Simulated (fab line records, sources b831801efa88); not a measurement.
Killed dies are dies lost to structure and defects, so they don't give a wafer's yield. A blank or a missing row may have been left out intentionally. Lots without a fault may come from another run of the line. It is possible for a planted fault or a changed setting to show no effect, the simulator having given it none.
Comparing a struck lot with a sound one || flow gf180mcu || 15 out of 602 route steps
Sound: the wafers L682.1, L682.3, L682.4. The struck wafers were L695.1, L695.3, L695.4. At the end, the cause is stated.
Each step with rows lists, per side, the tool, then ch with its chambers, then its first start. Under that, the readings that differ: sound wafers || struck wafers || difference of the means || sigmas: that difference in standard deviations of wafers without a fault.
alike: readings with means less than 2 such deviations apart, plus words and numbers identical on both sides. not compared: withheld readings, readings lacking a value on some wafer, bounds such as >300 that could conceal the same value, and numbers that have no deviation in the record and whose values overlap.
A row with sigmas, a row that says differs or no value, or rows on one side alone: a step with any of these is where the two part. When numbers do not overlap yet have no deviation, they are printed without sigmas and do not part them. Lack of a reading on every wafer of one side parts them only where that side has two or more wafers.

first, 2 steps without rows for these wafers: GF_MVPSD_IMPLANT_08; GF_MVPSD_IMPLANT_09.
GF_MVPSD_STRIP_10: strips in O2/N2.
  sound on plasma asher-01 ch 0,1, day 6 03:07; struck on plasma asher-03 ch 0,1, day 9 07:09
  alike: drypump motor current A, heater power w, oes product au, strip time to endpoint s
  not compared: rf hours counter h
GF_MVPSD_TW_MEAS_11:
  sound on film metro-04 at day 6 03:13; struck on film metro-02 at day 9 07:15
  alike: MVPSD_TW
then, 7 steps without rows for these wafers: GF_VT_IMPLANT_DEHYDRATE_00 (time 60 s); GF_VT_IMPLANT_HMDS_01 (prime time 60 s); GF_VT_IMPLANT_COAT_02 (resist thk 1000 nm); GF_VT_IMPLANT_SOFTBAKE_03 (time 60 s); GF_VT_IMPLANT_EXPOSE_04 (exposes mask LVPWELL LV AREA, target cd 600 nm); GF_VT_IMPLANT_PEB_05; GF_VT_IMPLANT_DEVELOP_06 (develop time 60 s).
GF_VT_IMPLANT_OVL_MEAS_07:
  sound on overlay-01 at day 6 18:13; struck on overlay-01 at day 10 00:22
  alike: VT_IMPLANT_OVL
GF_VT_IMPLANT_IMPLANT_08:
  sound on implanter-04 ch 0, day 6 18:15; struck on implanter-02 ch 0, day 10 00:24
{"reading": "beam energy keV", "sound": "19.998 20.007 20.002", "struck": "19.767 19.770 19.780", "difference": -0.230, "sigmas": -38}
{"reading": "model.implant.drp nm (nm)", "sound": "9.752 9.752 9.752", "struck": "9.672 9.672 9.672", "difference": -0.080, "sigmas": ""}
GF_VT_IMPLANT_STRIP_09: strips in O2/N2.
  sound on plasma asher-02 ch 0,1, day 6 18:24; struck on plasma asher-01 ch 0,1, day 10 00:33
{"reading": "heater power w (W)", "sound": "290 295 317", "struck": "340 349 336", "difference": "+41", "sigmas": "+2"}
  alike: drypump motor current A, oes product au, strip time to endpoint s
  not compared: rf hours counter h
GF_PASSIVATION_PROBE_99:
  rows exist in the record for the sound wafers here (prober-02, day 30 14:56), none for the struck ones

## WHERE THEY PART
First at GF_VT_IMPLANT_IMPLANT_08; last, within this record, at GF_PASSIVATION_PROBE_99.

WHY: whatever the simulator had introduced
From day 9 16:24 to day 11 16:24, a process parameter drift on implanter-02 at GF_VT_IMPLANT_IMPLANT_08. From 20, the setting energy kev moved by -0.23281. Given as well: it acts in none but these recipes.
